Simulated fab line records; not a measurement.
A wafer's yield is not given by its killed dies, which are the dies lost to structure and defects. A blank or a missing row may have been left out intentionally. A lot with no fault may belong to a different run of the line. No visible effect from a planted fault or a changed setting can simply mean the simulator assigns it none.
fab line records ; flow sfq_line
[record] lots = 6; wafers = 18; last_day = 77
route steps=325 shown I4@177 JJ@178
lots that met no fault: from a run of the same line without faults
start_h: hours from the record's opening day to when the first of the lot's shown wafers began ; wait_h: hours since the lot's step before ; " same as the row above ; L1.1+2: a single row standing in for several wafers ; - either no value or no given start ; * or withheld: withheld ; < > ~ a bound
route shown NAME@n: a module of which the file shows steps, and the number in the route of the first ; usual: mean and standard deviation over wafers with no fault ; same: alike in all rows ; chamber/n: place in a boat ; sites: the reading at each site ; _std_site: the values' standard deviation ; _edge_site: outer sites' mean less inner sites' ; radius_mm: for every site, how far away it sits from the centre of the wafer ; mask NAME#n: copy n ; behind: the most recent tool/chamber to have shaped the wafer ; hold: why the lot went on hold/how many hours it stayed there/how the hold came to an end ; device: the transistor (n, p or np) that didn't switch ; end of line: tests run on the same wafers once the route is complete ; for a step that has no rows: nothing shown but its recipe ; killed: not the wafer's yield, but the dies lost to structure and defects at the first sort ; map: shows each die of a wafer: x if killed, . if not, _ if none is there
set.NAME: the setting the step ran with; set.NAME@STEP: the setting that earlier step ran with ; model.NAME: the simulator's own value behind a step, which no gauge read
lots at selected steps of the route; one table per step, one row per wafer
services: the hour from which a tool's chamber was out of use, counted from the record's first day as start_h (under 0 if before that day), plus the number of hours and why
[[steps]]
[step SFQ_TRILAYER_I4_VIA_STRIP_SOLV_CLEAN_108]
[recipe] chemistry = NMP; temp_c = 70; time_s = 600
[step SFQ_TRILAYER_JJ_TRILAYER_DEP_PRE_CLEAN_113]
[recipe] gas = Ar; time_s = 22.5; bias_v = 250
[step SFQ_TRILAYER_JJ_TRILAYER_DEP_SPUTTER_109]
[recipe] material = Nb; base_pressure_pa = 1.33e-06; chamber_pressure_pa = 0.1333; substrate_temp_c = 20; target_thk_nm = 150; power_w = 2000; time_s = 100
[usual] chamber_pressure_pa = 0.13328/0.00027; throttle_valve_pct = 29.9/0.79
lot.wafer;tool;chamber;start_h;wait_h;chamber_pressure_pa;throttle_valve_pct
L295.3;pvd_sputter-03;-;946.77;0.0;0.13312;29.6
L295.4;pvd_sputter-03;-;946.77;0.0;0.1332;29.5
L295.5;pvd_sputter-03;-;946.77;0.0;0.13345;30.1
L302.1;pvd_sputter-03;-;988.88;0.0;0.13303;29.7
L302.2;pvd_sputter-03;-;988.88;0.0;0.13354;29.0
L302.4;pvd_sputter-03;-;988.88;0.0;0.13327;30.1
L305.1;pvd_sputter-06;-;1040.14;0.0;0.13329;29.0
L305.3;pvd_sputter-06;-;1040.14;0.0;0.13343;31.2
L305.5;pvd_sputter-06;-;1040.14;0.0;0.13328;31.3
L306.2;pvd_sputter-03;-;1043.91;0.0;0.13378;30.0
L306.3;pvd_sputter-03;-;1043.91;0.0;0.13338;29.1
L306.4;pvd_sputter-03;-;1043.91;0.0;0.13332;29.9
L308.1;pvd_sputter-06;-;1053.14;0.0;0.13308;31.3
L308.5;pvd_sputter-06;-;1053.14;0.0;0.13359;29.3
L308.6;pvd_sputter-06;-;1053.14;0.0;0.13349;30.9
L315.1;pvd_sputter-03;-;1099.49;0.0;0.13354;30.1
L315.3;pvd_sputter-03;-;1099.49;0.0;0.1333;29.2
L315.4;pvd_sputter-03;-;1099.49;0.0;0.13273;29.8
[step SFQ_TRILAYER_JJ_TRILAYER_DEP_SPUTTER_110]
[recipe] material = Al; base_pressure_pa = 1.33e-06; target_thk_nm = 8; power_w = 500; time_s = 10; chamber_pressure_pa = 0.4
[usual] chamber_pressure_pa = 0.4001/0.00083; throttle_valve_pct = 30.0/0.8
lot.wafer;tool;chamber;start_h;wait_h;chamber_pressure_pa;throttle_valve_pct
L295.3;pvd_sputter-03;-;946.85;0.0;0.3996;29.5
L295.4;pvd_sputter-03;-;946.85;0.0;0.4002;30.2
L295.5;pvd_sputter-03;-;946.85;0.0;0.3993;29.9
L302.1;pvd_sputter-03;-;988.96;0.0;0.4006;29.8
L302.2;pvd_sputter-03;-;988.96;0.0;0.4005;29.4
L302.4;pvd_sputter-03;-;988.96;0.0;0.4007;30.0
L305.1;pvd_sputter-06;-;1040.21;0.0;0.4000;29.3
L305.3;pvd_sputter-06;-;1040.21;0.0;0.4004;31.2
L305.5;pvd_sputter-06;-;1040.21;0.0;0.4006;31.1
L306.2;pvd_sputter-03;-;1043.99;0.0;0.4004;29.7
L306.3;pvd_sputter-03;-;1043.99;0.0;0.4002;29.3
L306.4;pvd_sputter-03;-;1043.99;0.0;0.4008;30.0
L308.1;pvd_sputter-06;-;1053.21;0.0;0.3995;31.2
L308.5;pvd_sputter-06;-;1053.21;0.0;0.4002;29.2
L308.6;pvd_sputter-06;-;1053.21;0.0;0.3984;30.9
L315.1;pvd_sputter-03;-;1099.56;0.0;0.4002;30.1
L315.3;pvd_sputter-03;-;1099.56;0.0;0.3990;29.3
L315.4;pvd_sputter-03;-;1099.56;0.0;0.4010;29.7
[step SFQ_TRILAYER_JJ_TRILAYER_DEP_AL_OXIDATION_111]
[recipe] pressure_mbar = 0.014667; oxidation_time_s = 600; temperature_k = 293
[step SFQ_TRILAYER_JJ_TRILAYER_DEP_SPUTTER_112]
[recipe] material = Nb; base_pressure_pa = 1.33e-06; chamber_pressure_pa = 0.1333; substrate_temp_c = 20; target_thk_nm = 170; power_w = 2000; time_s = 113.3
[usual] chamber_pressure_pa = 0.13327/0.00025; throttle_valve_pct = 30.0/0.79
lot.wafer;tool;chamber;start_h;wait_h;chamber_pressure_pa;throttle_valve_pct
L295.3;pvd_sputter-03;-;948.00;0.6;0.13273;29.7
L295.4;pvd_sputter-03;-;948.00;0.6;0.13323;30.1
L295.5;pvd_sputter-03;-;948.00;0.6;0.13299;29.6
L302.1;pvd_sputter-03;-;989.98;0.5;0.13364;30.0
L302.2;pvd_sputter-03;-;989.98;0.5;0.13349;29.3
L302.4;pvd_sputter-03;-;989.98;0.5;0.13369;30.1
L305.1;pvd_sputter-06;-;1041.23;0.5;0.13336;29.1
L305.3;pvd_sputter-06;-;1041.23;0.5;0.13337;31.1
L305.5;pvd_sputter-06;-;1041.23;0.5;0.13346;30.9
L306.2;pvd_sputter-03;-;1045.01;0.5;0.13337;30.0
L306.3;pvd_sputter-03;-;1045.01;0.5;0.13332;29.1
L306.4;pvd_sputter-03;-;1045.01;0.5;0.13304;30.1
L308.1;pvd_sputter-06;-;1054.23;0.5;0.13285;31.5
L308.5;pvd_sputter-06;-;1054.23;0.5;0.13338;29.4
L308.6;pvd_sputter-06;-;1054.23;0.5;0.13329;31.0
L315.1;pvd_sputter-03;-;1100.58;0.5;0.13307;30.0
L315.3;pvd_sputter-03;-;1100.58;0.5;0.13293;29.2
L315.4;pvd_sputter-03;-;1100.58;0.5;0.13358;29.7
[step SFQ_JJ_RS_MEAS_929]
[recipe] thk_meas_gauge = four-point-probe; reads = Nb_of_TRILAYER_JJ_TRILAYER_DEP_SPUTTER_112
[usual] JJ_NB_RS = 1.051/0.013
lot.wafer;tool;chamber;start_h;wait_h;JJ_NB_RS[ohm/sq]
L295.3;film_metro-02;-;948.13;0.1;1.052
L295.4;film_metro-02;-;948.13;0.1;1.077
L295.5;film_metro-02;-;948.13;0.1;1.049
L302.1;film_metro-02;-;990.06;0.0;1.049
L302.2;film_metro-02;-;990.06;0.0;1.071
L302.4;film_metro-02;-;990.06;0.0;1.071
L305.1;film_metro-03;-;1041.31;0.0;1.045
L305.3;film_metro-03;-;1041.31;0.0;1.048
L305.5;film_metro-03;-;1041.31;0.0;1.056
L306.2;film_metro-01;-;1045.11;0.1;1.091
L306.3;film_metro-01;-;1045.11;0.1;1.058
L306.4;film_metro-01;-;1045.11;0.1;1.049
L308.1;film_metro-02;-;1054.31;0.0;1.037
L308.5;film_metro-02;-;1054.31;0.0;1.029
L308.6;film_metro-02;-;1054.31;0.0;1.037
L315.1;film_metro-01;-;1100.66;0.0;1.078
L315.3;film_metro-01;-;1100.66;0.0;1.057
L315.4;film_metro-01;-;1100.66;0.0;1.036
[step SFQ_TRILAYER_JJ_CE_LITHO_COAT_119]
[recipe] resist = BARC; spin_rpm = 3000; resist_thk_nm = 62
[step SFQ_TRILAYER_JJ_CE_LITHO_COAT_114]
[recipe] resist = KrF; spin_rpm = 3000; resist_thk_nm = 600
[step SFQ_TRILAYER_JJ_CE_LITHO_SOFTBAKE_118]
[recipe] temp_c = withheld; time_s = withheld; resist = KrF
[step SFQ_TRILAYER_JJ_CE_LITHO_EXPOSE_115]
[recipe] mask_id = J5; na = 0.6; source_shape = conventional; sigma_outer = 0.65; target_cd_nm = 700; dose_mj = 14.4
[step SFQ_TRILAYER_JJ_CE_LITHO_PEB_117]
[recipe] peb_temp_c = 115; peb_time_s = 60; resist = KrF
lot.wafer;tool;chamber;start_h;wait_h
L295.3+4+5;litho_track-01;0;979.77;0.7
L302.1+2+4;litho_track-02;0;1024.12;1.0
L305.1+3+5;litho_track-01;0;1067.34;1.0
L306.2+3+4;litho_track-01;0;1070.97;0.8
L308.1+5+6;litho_track-03;0;1079.34;1.0
L315.1+3+4;litho_track-01;0;1126.18;1.0
[step SFQ_TRILAYER_JJ_CE_LITHO_DEVELOP_116]
[recipe] time_s = 60; resist = KrF
[step SFQ_JJ_OVL_MEAS_931]
[usual] J5_OVL = -1/4.9
lot.wafer;tool;chamber;start_h;wait_h;J5_OVL[nm]
L295.3;overlay-01;-;980.03;0.1;5
L295.4;overlay-01;-;980.03;0.1;4
L295.5;overlay-01;-;980.03;0.1;-1
L302.1;overlay-01;-;1024.42;0.1;-7
L302.2;overlay-01;-;1024.42;0.1;-1
L302.4;overlay-01;-;1024.42;0.1;5
L305.1;overlay-02;-;1067.64;0.1;-5
L305.3;overlay-02;-;1067.64;0.1;-7
L305.5;overlay-02;-;1067.64;0.1;-4
L306.2;overlay-02;-;1071.25;0.1;-5
L306.3;overlay-02;-;1071.25;0.1;-7
L306.4;overlay-02;-;1071.25;0.1;0
L308.1;overlay-02;-;1079.64;0.1;-2
L308.5;overlay-02;-;1079.64;0.1;-2
L308.6;overlay-02;-;1079.64;0.1;-3
L315.1;overlay-02;-;1126.48;0.1;1
L315.3;overlay-02;-;1126.48;0.1;2
L315.4;overlay-02;-;1126.48;0.1;1
[step SFQ_TRILAYER_JJ_CE_METRO_MEASURE_117]
[usual] cd_nm = 700.0/1.5
lot.wafer;tool;chamber;start_h;wait_h;cd_nm
L295.3;cd_sem-02;-;980.45;0.4;700.6
L295.4;cd_sem-02;-;980.45;0.4;701.0
L295.5;cd_sem-02;-;980.45;0.4;701.1
L302.1;cd_sem-01;-;1024.45;0.0;703.1
L302.2;cd_sem-01;-;1024.45;0.0;701.0
L302.4;cd_sem-01;-;1024.45;0.0;702.1
L305.1;cd_sem-02;-;1067.68;0.0;689.5
L305.3;cd_sem-02;-;1067.68;0.0;690.7
L305.5;cd_sem-02;-;1067.68;0.0;689.7
L306.2;cd_sem-01;-;1071.48;0.2;687.7
L306.3;cd_sem-01;-;1071.48;0.2;687.2
L306.4;cd_sem-01;-;1071.48;0.2;688.2
L308.1;cd_sem-01;-;1079.68;0.0;700.4
L308.5;cd_sem-01;-;1079.68;0.0;700.7
L308.6;cd_sem-01;-;1079.68;0.0;698.9
L315.1;cd_sem-02;-;1126.52;0.0;700.3
L315.3;cd_sem-02;-;1126.52;0.0;700.1
L315.4;cd_sem-02;-;1126.52;0.0;699.3
[step SFQ_TRILAYER_JJ_CE_BARC_OPEN_RIE_150]
[recipe] mask_material = PR; chemistry = O2; target_depth_nm = 240; target = BARC; icp_w = 600; bias_w = 80; pressure_mtorr = 10; time_s = 80
[usual] drypump_motor_current_A = 5.7/0.42; oes_product_au = 0.538/0.0048
lot.wafer;tool;chamber;start_h;wait_h;drypump_motor_current_A;oes_product_au;rf_hours_counter_h;model.JJ.cd_nm
L295.3;rie_metal-03;1;981.28;0.6;5.3;0.540;-;700.5
L295.4;rie_metal-03;0;981.28;0.6;5.1;0.545;-;700.6
L295.5;rie_metal-03;0;981.28;0.6;5.1;0.535;-;701.3
L302.1;rie_metal-02;1;1025.65;1.0;5.6;0.540;159;704.1
L302.2;rie_metal-02;0;1025.65;1.0;6.3;0.538;140;704.1
L302.4;rie_metal-02;0;1025.65;1.0;6.3;0.540;-;704
L305.1;rie_metal-04;1;1068.88;1.0;5.8;0.535;80;692.1
L305.3;rie_metal-04;1;1068.88;1.0;5.8;0.538;-;692.9
L305.5;rie_metal-04;1;1068.88;1.0;5.8;0.540;-;693.4
L306.2;rie_metal-04;0;1072.48;0.8;6.0;0.534;98;686.1
L306.3;rie_metal-04;0;1072.48;0.8;6.0;0.546;-;684.1
L306.4;rie_metal-04;1;1072.48;0.8;5.8;0.549;-;690.7
L308.1;rie_metal-04;0;1080.88;1.0;6.0;0.542;100;698.6
L308.5;rie_metal-04;1;1080.88;1.0;5.8;0.533;-;703.9
L308.6;rie_metal-04;0;1080.88;1.0;6.0;0.543;-;696.9
L315.1;rie_metal-02;0;1127.72;1.0;6.4;0.533;162;699.7
L315.3;rie_metal-02;0;1127.72;1.0;6.3;0.536;-;698.8
L315.4;rie_metal-02;0;1127.72;1.0;6.3;0.544;-;699.1
[step SFQ_TRILAYER_JJ_CE_ETCH_RIE_118]
[recipe] target = Nb; stop_on = Al2O3; mask_material = PR; taper_deg = 13.257; over_etch_frac = 0.15; time_s = 97.7; chemistry = SF6; target_depth_nm = 170; icp_w = 600; bias_w = 80; pressure_mtorr = 10
[usual] drypump_motor_current_A = 5.7/0.42; oes_product_au = 0.989/0.008
lot.wafer;tool;chamber;start_h;wait_h;drypump_motor_current_A;oes_product_au;rf_hours_counter_h;model.JJ.cd_nm
L295.3;rie_metal-03;1;981.38;0.1;5.3;0.985;-;702.7
L295.4;rie_metal-03;0;981.38;0.1;5.1;0.985;-;698.9
L295.5;rie_metal-03;0;981.38;0.1;5.1;0.994;-;700.1
L302.1;rie_metal-02;1;1025.74;0.1;5.6;0.990;159;705
L302.2;rie_metal-02;0;1025.74;0.1;6.3;0.978;140;705.6
L302.4;rie_metal-02;0;1025.74;0.1;6.4;0.987;-;705.7
L305.1;rie_metal-04;1;1068.97;0.1;5.8;0.991;80;690.5
L305.3;rie_metal-04;1;1068.97;0.1;5.8;0.991;-;691.4
L305.5;rie_metal-04;1;1068.97;0.1;5.8;0.991;-;691.7
L306.2;rie_metal-04;0;1072.57;0.1;6.0;0.979;98;688.4
L306.3;rie_metal-04;0;1072.57;0.1;6.0;0.994;-;687.2
L306.4;rie_metal-04;1;1072.57;0.1;5.8;0.994;-;689.7
L308.1;rie_metal-04;0;1080.97;0.1;6.0;0.992;100;701.2
L308.5;rie_metal-04;1;1080.97;0.1;5.8;1.001;-;702.5
L308.6;rie_metal-04;0;1080.97;0.1;6.0;1.003;-;699.2
L315.1;rie_metal-02;0;1127.90;0.2;6.3;0.984;162;701.4
L315.3;rie_metal-02;0;1127.90;0.2;6.4;0.972;-;700.3
L315.4;rie_metal-02;0;1127.90;0.2;6.3;0.977;-;700.6
[step SFQ_TRILAYER_JJ_ANODIZE_ANODIZE_119]
[recipe] current_density_ma_cm2 = withheld; end_current_density_ma_cm2 = withheld; bath_temp_c = withheld
[[services]]
tool;chamber;start_h;hours;kind
pvd_sputter-03;-;932.82;2.5;repair
rie_metal-03;-;938.81;14.6;pm
cd_sem-02;-;958.42;2.3;pm
cd_sem-01;-;961.01;9.8;pm
cd_sem-02;-;970.81;1.0;pm
cd_sem-02;-;988.65;0.5;pm
rie_metal-03;0;1007.35;4.8;repair
cd_sem-01;-;1026.26;1.2;pm
pvd_sputter-03;-;1042.44;0.5;repair
cd_sem-01;-;1050.00;1.1;pm
cd_sem-01;-;1057.03;0.9;pm
rie_metal-02;1;1071.68;-;clean
rie_metal-02;1;1071.68;-;consumable_replace:focus_ring
rie_metal-02;1;1071.68;17.2;scheduled_down
rie_metal-02;1;1071.68;17.2;vent_cycle
cd_sem-02;-;1088.41;0.3;pm
pvd_sputter-06;1;1104.59;-;consumable_replace:kit
pvd_sputter-06;1;1104.59;18.0;scheduled_down
pvd_sputter-06;1;1104.59;18.0;vent_cycle
[[key]]
[first_sign] step = SFQ_TRILAYER_JJ_CE_METRO_MEASURE_117; reading = cd_nm; direction = down; sigmas = 7.7; usual = 700.0; struck = 688.8
effect none on later readings
[model_effect] step = SFQ_TRILAYER_JJ_CE_BARC_OPEN_RIE_150; value = JJ.cd_nm; without = 700.7; struck = 689.9
[model_effect] step = SFQ_TRILAYER_JJ_CE_ETCH_RIE_118; value = JJ.cd_nm; without = 700.6; struck = 689.8
met_at SFQ_TRILAYER_JJ_CE_LITHO_PEB_117
struck_wafers L305.1,L305.3,L305.5,L306.2,L306.3,L306.4
onset_between 979.77 1067.34
[fault] kind = process_parameter_drift; tool = litho_track-01; chamber = -; onset_h = 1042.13; steps = SFQ_TRILAYER_JJ_CE_LITHO_PEB_117; channel = peb_time_s; offset = *; shape = step; end_h = 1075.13; acts_in = *; stated = *
